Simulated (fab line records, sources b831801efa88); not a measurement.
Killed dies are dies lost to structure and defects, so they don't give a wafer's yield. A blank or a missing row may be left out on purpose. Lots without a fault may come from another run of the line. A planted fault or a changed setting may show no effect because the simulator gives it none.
Chamber matching | flow sky130 | SKY_SONOS_ONO_ETCH_15 on rie_diel-02: 4 sister chambers
The step etches the open film in CHF3/O2, target depth 19.52 nm, time 7.8 s. 4 wafers are shown with their chamber, then 9 later ones without.

WAFERS WITH THEIR CHAMBER
wafer  | chamber | drypump_motor_current_A (A)
L084.6 | 0       | 5.6
L090.2 | 3       | 5.9
L090.4 | 2       | 5.7
L090.5 | 1       | 5.3

WAFERS WITHOUT THEIR CHAMBER
wafer  | drypump_motor_current_A (A)
L093.1 | 5.7
L093.3 | 5.9
L093.6 | 5.9
L096.3 | 5.9
L096.5 | 5.7
L096.6 | 5.9
L097.2 | 5.2
L097.3 | 5.9
L097.6 | 5.2

WHICH CHAMBER EACH WENT THROUGH
wafer  | from the rows above | in truth
L093.1 | 2                   | 2
L093.3 | 3                   | 3
L093.6 | 3                   | 3
L096.3 | 3                   | 3
L096.5 | 2                   | 2
L096.6 | 3                   | 3
L097.2 | 1                   | 1
L097.3 | 3                   | 3
L097.6 | 1                   | 1
Placed correctly: 9 of 9. Can't be placed from these rows: 0. Placed wrongly: 0.
How it was worked out, from the rows above alone: a wafer's distance from a chamber is the root of the sum, over the readings, of the square of ((its reading less the chamber's mean) divided by the reading's scatter). The wafer belongs to the nearest chamber; if the next one is less than 2 further off, it can't be placed. A chamber's mean is the mean of its shown wafers. The scatter: with one shown wafer a chamber, the root of the mean of the squares of how far each hidden wafer lies from its nearest shown one.
